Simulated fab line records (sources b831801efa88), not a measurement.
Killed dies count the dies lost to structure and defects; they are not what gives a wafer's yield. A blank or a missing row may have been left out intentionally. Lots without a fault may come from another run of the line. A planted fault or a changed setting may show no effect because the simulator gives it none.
fab line records	flow sfq_line
record: lots: 14	wafers: 41	last_day: 83
route steps=325 shown M6@262 M7@282 I7@297
lots untouched by any fault: they come from a run of this same line in which no faults occurred
start_h: start of the lot's first displayed wafer, in hours after the record's first day	wait_h: hours elapsed since this lot's preceding step	" unchanged from the row above	L1.1+2: one row covering several wafers at once	- value missing, or start not given	* or withheld: withheld	< > ~ a bound
route shown NAME@n: names a module that has steps shown in the file, with the first one's number in the route	usual: mean and standard deviation over wafers with no fault	same: alike in all rows	chamber/n: place in a boat	sites: the reading at each site	_std_site: the standard deviation of these	_edge_site: inner sites' mean taken away from outer sites' mean	radius_mm: for every site, how far away it sits from the centre of the wafer	mask NAME#n: copy n	behind: the tool/chamber that last shaped the wafer	hold: cause of the lot's hold/its duration in hours/its outcome	device: names the non-switching transistor (n, p or np)	end of line: the same wafers' tests at the end of the route	where a step has no rows: the recipe by itself	killed: dies that structure and defects cost at the first sort, which is not the same as the wafer's yield	map: dies across one wafer; x = killed, . = not, _ = none there
set.NAME: the run value of the setting; set.NAME@STEP: its run value at that earlier step	model.NAME: the simulator's own value behind a step, which no gauge read
steps of the route over a sample of lots; a table a step, a row a wafer
services: the hour from which a tool's chamber was out of use, counted from the record's first day as start_h (under 0 if before that day), plus the number of hours and why
== steps ==
step: SFQ_TRILAYER_M6_BARC_OPEN_METAL_ETCH_206
recipe: mask_material: PR	chemistry: O2	target_depth_nm: 125	target: BARC	icp_w: 600	bias_w: 80	pressure_mtorr: 10	time_s: 41.7
usual: drypump_motor_current_A: 5.6/0.38	oes_product_au: 0.685/0.0045
lot.wafer	tool	chamber	start_h	wait_h	drypump_motor_current_A	oes_product_au	rf_hours_counter_h
L747.1	rie_metal-03	1	1472.28	0.0	5.7	0.683	33
L747.4	"	0	"	"	5.0	0.691	-
L747.6	"	1	"	"	5.7	0.688	-
L748.1	rie_metal-03	1	1539.07	0.0	5.7	0.687	43
L748.5	"	1	"	"	5.7	0.690	-
L748.6	"	0	"	"	5.0	0.686	-
L749.2	rie_metal-01	0	1624.58	0.0	5.3	0.686	7
L749.3	"	0	"	"	5.4	0.681	-
L749.6	"	1	"	"	6.1	0.678	-
L750.3	rie_metal-01	1	1629.40	0.0	6.1	0.683	-
L750.5	"	0	"	"	5.3	0.688	-
L750.6	"	1	"	"	6.1	0.689	-
L751.1	rie_metal-03	0	1630.58	0.0	5.0	0.695	75
L751.2	"	1	"	"	5.7	0.685	58
L751.5	"	0	"	"	5.0	0.688	-
L752.1	rie_metal-01	1	1634.18	0.0	6.1	0.690	59
L752.2	"	0	"	"	5.3	0.684	8
L752.6	"	0	"	"	5.3	0.677	-
L753.1	rie_metal-01	0	1639.61	0.0	5.3	0.686	9
L753.5	"	1	"	"	6.1	0.687	-
L753.6	"	0	"	"	5.3	0.675	-
L754.1	rie_metal-01	1	1642.01	0.0	6.1	0.687	60
L754.4	"	0	"	"	5.3	0.687	-
L754.5	"	0	"	"	5.4	0.689	-
L755.2	rie_metal-01	0	1669.66	0.0	5.3	0.683	13
L755.5	"	1	"	"	6.1	0.684	-
L755.6	"	0	"	"	5.3	0.685	-
L756.1	rie_metal-01	0	1672.06	0.0	5.3	0.679	14
L756.2	"	1	"	"	6.1	0.689	64
L756.6	"	1	"	"	6.1	0.687	-
L757.2	rie_metal-01	1	1678.06	0.0	6.1	0.687	65
L757.5	"	0	"	"	5.3	0.690	-
L757.6	"	1	"	"	6.1	0.675	-
L766.1	rie_metal-01	1	1766.06	0.0	6.1	0.686	78
L766.4	"	1	"	"	6.1	0.688	-
L766.6	"	0	"	"	5.3	0.687	-
L767.1	rie_metal-03	0	1768.56	0.0	5.0	0.681	95
L767.2	"	1	"	"	5.7	0.684	78
L770.1	rie_metal-03	1	1814.13	0.0	5.7	0.683	84
L770.3	"	1	"	"	5.7	0.691	-
L770.5	"	0	"	"	5.0	0.689	-
step: SFQ_TRILAYER_M7_DEP_SPUTTER_175
recipe: material: Nb	base_pressure_pa: 1.33e-06	chamber_pressure_pa: 0.1333	substrate_temp_c: 20	target_thk_nm: 200	power_w: 2000	time_s: 133.3
usual: throttle_valve_pct: 30.1/1.2
lot.wafer	tool	chamber	start_h	wait_h	throttle_valve_pct
L747.1	pvd_sputter-05	-	1596.00	0.0	31.0
L747.4	"	-	"	"	28.3
L747.6	"	-	"	"	30.8
L748.1	pvd_sputter-06	-	1604.62	0.0	30.9
L748.5	"	-	"	"	29.2
L748.6	"	-	"	"	30.8
L749.2	pvd_sputter-05	-	1638.38	0.0	30.3
L749.3	"	-	"	"	28.1
L749.6	"	-	"	"	28.3
L750.3	pvd_sputter-03	-	1726.73	0.0	28.7
L750.5	"	-	"	"	30.1
L750.6	"	-	"	"	28.5
L751.1	pvd_sputter-05	-	1727.33	0.0	32.1
L751.2	"	-	"	"	30.8
L751.5	"	-	"	"	30.9
L752.1	pvd_sputter-03	-	1728.53	0.0	32.0
L752.2	"	-	"	"	30.1
L752.6	"	-	"	"	28.8
L753.1	pvd_sputter-05	-	1738.13	0.0	30.1
L753.5	"	-	"	"	28.5
L753.6	"	-	"	"	30.9
L754.1	pvd_sputter-03	-	1742.93	0.0	30.1
L754.4	"	-	"	"	28.4
L754.5	"	-	"	"	31.5
L755.2	pvd_sputter-03	-	1768.25	0.0	28.4
L755.5	"	-	"	"	30.1
L755.6	"	-	"	"	28.4
L756.1	pvd_sputter-06	-	1770.65	0.0	30.6
L756.2	"	-	"	"	29.6
L756.6	"	-	"	"	30.6
L757.2	pvd_sputter-03	-	1774.25	0.0	31.7
L757.5	"	-	"	"	30.1
L757.6	"	-	"	"	28.6
L766.1	pvd_sputter-03	-	1863.18	0.0	31.8
L766.4	"	-	"	"	28.5
L766.6	"	-	"	"	30.0
L767.1	pvd_sputter-05	-	1867.98	0.0	30.4
L767.2	"	-	"	"	30.5
L770.1	pvd_sputter-05	-	1879.14	0.0	31.0
L770.3	"	-	"	"	31.9
L770.5	"	-	"	"	31.9
step: SFQ_TRILAYER_I7_CMP_CMP_184
recipe: material: SiO2	down_force_psi: 3	platen_rpm: 60	pad_velocity_m_s: 0.94248
usual: motor_current_A: 9.4/0.86	time_to_endpoint_s: 214/8.6
lot.wafer	tool	chamber	start_h	wait_h	motor_current_A	time_to_endpoint_s
L747.1	cmp-02	2	1618.70	14.5	8.1	207
L747.4	"	3	"	"	9.3	208
L747.6	"	3	1621.20	16.9	9.7	198
L748.1	cmp-01	2	1622.57	14.4	9.8	217
L748.6	"	0	1623.57	15.3	9.5	217
L748.5	"	1	"	"	8.1	220
L749.2	cmp-02	3	1652.95	7.7	9.8	196
L749.3	"	0	"	"	8.9	207
L749.6	"	1	"	"	9.8	222
L750.3	cmp-02	2	1730.45	0.0	8.7	220
L750.6	"	2	1732.45	2.0	7.9	215
L750.5	"	3	"	"	9.7	211
L751.1	cmp-01	1	1733.39	1.8	8.7	211
L751.2	"	3	1734.39	2.8	10.8	224
L751.5	"	1	1735.39	3.7	8.8	219
L752.2	cmp-02	3	1733.95	1.1	10.1	208
L752.1	"	1	1734.95	2.1	10.3	224
L752.6	"	2	"	"	8.5	227
L753.1	cmp-02	0	1744.15	0.5	8.8	220
L753.6	"	3	1745.65	2.0	9.5	208
L753.5	"	0	"	"	8.6	217
L754.4	cmp-01	2	1747.69	1.2	9.8	227
L754.1	"	3	"	"	10.7	226
L754.5	"	3	1750.19	3.7	10.9	232
L755.2	cmp-01	1	1778.03	0.0	8.6	216
L755.5	"	1	1780.03	2.0	9.0	218
L755.6	"	2	"	"	10.2	234
L756.1	cmp-02	2	1780.18	1.0	8.6	213
L756.2	"	3	"	"	9.9	207
L756.6	"	2	1782.18	2.9	7.9	217
L757.2	cmp-02	1	1783.18	2.8	9.9	215
L757.6	"	0	1784.68	4.2	8.7	216
L757.5	"	1	"	"	10.4	225
L766.4	cmp-01	3	1868.54	1.8	11.2	221
L766.1	"	0	"	"	9.4	171
L766.6	"	2	1870.04	3.3	9.9	165
L767.2	cmp-01	3	1871.60	0.0	11.1	207
L767.1	"	2	1873.10	1.5	9.4	162
L770.1	cmp-02	3	1890.36	1.8	9.7	200
L770.3	"	0	"	"	8.8	203
L770.5	"	2	1891.86	3.2	8.6	214
step: SFQ_TRILAYER_I7_METRO_MEASURE_185
usual: thk_nm: 199.6/1.3
lot.wafer	tool	chamber	start_h	wait_h	thk_nm
L747.1	film_metro-01	-	1621.82	0.1	197.7
L747.4	"	-	"	"	196.5
L747.6	"	-	"	"	197.6
L748.1	film_metro-02	-	1624.69	0.1	199.4
L748.5	"	-	"	"	199.3
L748.6	"	-	"	"	199.7
L749.2	film_metro-03	-	1655.27	0.3	200.1
L749.3	"	-	"	"	200.9
L749.6	"	-	"	"	201.1
L750.3	film_metro-03	-	1733.97	0.5	198.3
L750.5	"	-	"	"	197.9
L750.6	"	-	"	"	200.7
L751.1	film_metro-02	-	1736.01	0.1	199.6
L751.2	"	-	"	"	203.0
L751.5	"	-	"	"	201.0
L752.1	film_metro-03	-	1736.57	0.1	199.5
L752.2	"	-	"	"	197.6
L752.6	"	-	"	"	199.6
L753.1	film_metro-01	-	1746.77	0.1	199.2
L753.5	"	-	"	"	201.3
L753.6	"	-	"	"	198.5
L754.1	film_metro-03	-	1750.81	0.1	201.3
L754.4	"	-	"	"	200.1
L754.5	"	-	"	"	201.6
L755.2	film_metro-01	-	1781.35	0.3	198.8
L755.5	"	-	"	"	199.6
L755.6	"	-	"	"	198.9
L756.1	film_metro-02	-	1782.80	0.1	200.1
L756.2	"	-	"	"	197.7
L756.6	"	-	"	"	198.8
L757.2	film_metro-02	-	1786.00	0.3	199.3
L757.5	"	-	"	"	198.7
L757.6	"	-	"	"	199.1
L766.1	film_metro-01	-	1870.66	0.1	248.8
L766.4	"	-	"	"	199.6
L766.6	"	-	"	"	248.1
L767.1	film_metro-03	-	1874.72	0.1	248.7
L767.2	"	-	"	"	199.1
L770.1	film_metro-02	-	1892.98	0.1	197.6
L770.3	"	-	"	"	201.3
L770.5	"	-	"	"	199.2
step: SFQ_TRILAYER_I7_VIA_ETCH_VIA_ETCH_190
recipe: target: SiO2	stop_on: Nb	mask_material: PR	taper_deg: 20	chemistry: CHF3	target_depth_nm: 260	source_w: 500	bias_w: 80	pressure_mtorr: 30	time_s: withheld
usual: drypump_motor_current_A: 5.6/0.49	oes_product_au: 0.854/0.0051
lot.wafer	tool	chamber	start_h	wait_h	drypump_motor_current_A	oes_product_au
L747.1	rie_diel-02	1	1626.42	0.0	5.1	0.842
L747.4	"	3	"	"	6.0	0.851
L747.6	"	2	"	"	5.0	0.850
L748.1	rie_diel-04	3	1628.82	0.0	5.6	0.863
L748.5	"	2	"	"	6.1	0.858
L748.6	"	3	"	"	5.6	0.852
L749.2	rie_diel-03	2	1658.72	0.0	5.7	0.861
L749.3	"	1	"	"	6.7	0.864
L749.6	"	2	"	"	5.7	0.860
L750.3	rie_diel-04	3	1749.63	0.0	5.6	0.853
L750.5	"	1	"	"	6.0	0.849
L750.6	"	0	"	"	5.1	0.862
L751.1	rie_diel-03	1	1750.83	0.0	6.7	0.859
L751.2	"	3	"	"	5.2	0.858
L751.5	"	0	"	"	5.3	0.858
L752.1	rie_diel-02	2	1752.20	0.0	5.0	0.850
L752.2	"	0	"	"	5.7	0.848
L752.6	"	0	"	"	5.7	0.848
L753.1	rie_diel-04	1	1753.23	0.0	5.9	0.856
L753.5	"	0	"	"	5.1	0.858
L753.6	"	1	"	"	6.0	0.852
L754.1	rie_diel-03	2	1754.43	0.0	5.7	0.861
L754.4	"	3	"	"	5.2	0.859
L754.5	"	0	"	"	5.3	0.862
L755.2	rie_diel-04	3	1870.68	0.0	5.6	0.853
L755.5	"	3	"	"	5.6	0.847
L755.6	"	1	"	"	6.0	0.852
L756.1	rie_diel-03	2	1871.86	0.0	5.7	0.860
L756.2	"	1	"	"	6.7	0.854
L756.6	"	2	"	"	5.7	0.860
L757.2	rie_diel-02	2	1876.78	0.0	5.0	0.852
L757.5	"	2	"	"	5.0	0.847
L757.6	"	1	"	"	5.1	0.858
L766.1	rie_diel-02	0	1954.95	0.0	5.7	0.968
L766.4	"	1	"	"	5.1	0.858
L766.6	"	2	"	"	5.1	0.965
L767.1	rie_diel-03	1	1959.75	0.0	6.7	0.975
L767.2	"	0	"	"	5.3	0.846
L770.1	rie_diel-03	0	1974.80	0.0	5.3	0.849
L770.3	"	3	"	"	5.2	0.851
L770.5	"	1	"	"	6.7	0.848
step: SFQ_TRILAYER_I7_VIA_STRIP_STRIP_191
recipe: gas: O2	power_w: 200	platen_temp_c: 40	overash_fraction: 0.65	chemistry: O2	pressure_mtorr: 50
usual: drypump_motor_current_A: 5.47/0.3	oes_product_au: 0.999/0.015
lot.wafer	tool	chamber	start_h	wait_h	drypump_motor_current_A	oes_product_au	rf_hours_counter_h
L747.1	rie_metal-03	1	1626.53	-	5.67	0.998	57
L747.4	"	0	"	"	5.03	1.021	-
L747.6	"	1	"	"	5.67	0.984	-
L748.1	rie_metal-04	0	1628.93	-	5.50	1.002	74
L748.5	"	1	"	"	5.19	1.021	-
L748.6	"	0	"	"	5.50	0.995	-
L749.2	rie_metal-03	1	1658.83	-	5.69	0.981	62
L749.3	"	0	"	"	5.02	1.015	-
L749.6	"	1	"	"	5.68	0.971	-
L750.3	rie_metal-02	1	1749.95	-	5.88	1.000	-
L750.5	"	1	"	"	5.88	0.994	-
L750.6	"	0	"	"	5.63	1.011	-
L751.1	rie_metal-04	0	1750.95	-	5.48	1.003	87
L751.2	"	1	"	"	5.15	0.998	102
L751.5	"	1	"	"	5.15	0.998	-
L752.1	rie_metal-04	1	1752.31	-	5.19	0.999	103
L752.2	"	0	"	"	5.49	1.010	87
L752.6	"	0	"	"	5.49	1.010	-
L753.1	rie_metal-02	1	1753.35	-	5.87	0.986	112
L753.5	"	0	"	"	5.65	0.986	-
L753.6	"	1	"	"	5.88	0.987	-
L754.1	rie_metal-04	0	1754.55	-	5.49	0.998	88
L754.4	"	1	"	"	5.19	1.009	-
L754.5	"	1	"	"	5.19	1.015	-
L755.2	rie_metal-04	0	1870.85	-	5.51	1.006	105
L755.5	"	1	"	"	5.23	1.009	-
L755.6	"	0	"	"	5.51	1.002	-
L756.1	rie_metal-02	1	1871.97	-	5.90	0.991	131
L756.2	"	0	"	"	5.64	1.002	115
L756.6	"	0	"	"	5.64	1.000	-
L757.2	rie_metal-02	0	1876.90	-	5.65	0.985	115
L757.5	"	0	"	"	5.64	0.987	-
L757.6	"	1	"	"	5.89	0.976	-
L766.1	rie_metal-03	0	1955.06	-	5.02	1.006	122
L766.4	"	1	"	"	5.68	0.981	-
L766.6	"	0	"	"	5.02	1.011	-
L767.1	rie_metal-03	1	1959.86	-	5.68	0.984	105
L767.2	"	0	"	"	5.00	1.008	122
L770.1	rie_metal-02	1	1974.91	-	5.86	0.990	0
L770.3	"	1	"	"	5.88	1.003	-
L770.5	"	0	"	"	5.64	0.993	-
== services ==
tool	chamber	start_h	hours	kind
cmp-02	-	1451.62	5.9	pm
rie_diel-03	-	1453.16	0.4	repair
rie_metal-01	-	1477.19	1.0	repair
rie_metal-01	-	1494.21	0.3	repair
pvd_sputter-05	-	1510.74	3.7	repair
rie_diel-03	3	1521.67	6.2	repair
pvd_sputter-03	-	1540.05	1.8	repair
rie_diel-03	1	1545.50	6.1	repair
cmp-01	-	1568.30	22.8	pm
cmp-01	-	1591.06	8.5	pm
cmp-01	-	1602.57	4.0	pm
cmp-02	-	1639.70	6.2	pm
cmp-02	-	1668.41	3.4	repair
cmp-02	-	1677.50	0.4	repair
rie_metal-01	-	1747.45	2.8	pm
cmp-02	-	1749.65	14.0	pm
rie_metal-01	-	1763.33	2.4	repair
cmp-02	-	1769.68	4.0	pm
cmp-02	-	1820.01	4.5	pm
pvd_sputter-03	-	1822.30	2.3	repair
pvd_sputter-03	-	1831.43	5.4	repair
pvd_sputter-03	-	1860.73	2.3	repair
pvd_sputter-03	-	1887.71	1.2	repair
rie_metal-03	-	1937.71	2.8	pm
== key ==
first_sign: step: SFQ_TRILAYER_I7_CMP_CMP_184	reading: time_to_endpoint_s	direction: down	sigmas: 5.7	usual: *	struck: *
effect: step: SFQ_TRILAYER_I7_METRO_MEASURE_185	reading: thk_nm	direction: up	sigmas: 38	usual: 199.6	struck: 248.5
effect: step: SFQ_TRILAYER_I7_VIA_ETCH_VIA_ETCH_190	reading: oes_product_au	direction: up	sigmas: 22	usual: 0.854	struck: 0.969
met_at SFQ_TRILAYER_I7_CMP_CMP_184
struck_lots L766,L767
struck_wafers L766.1,L766.6,L767.1
not_acting_at SFQ_TRILAYER_M6_BARC_OPEN_METAL_ETCH_206,SFQ_TRILAYER_M7_DEP_SPUTTER_175,SFQ_TRILAYER_I7_VIA_STRIP_STRIP_191
onset_between 1778.03 1868.54
fault: kind: process_parameter_drift	tool: cmp-01	chamber: -	onset_h: 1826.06	steps: SFQ_TRILAYER_I7_CMP_CMP_184	channel: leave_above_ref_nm	offset: 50	shape: step	end_h: 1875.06	scope: struck_wafers_only	acts_in: these_recipes_only	stated: 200
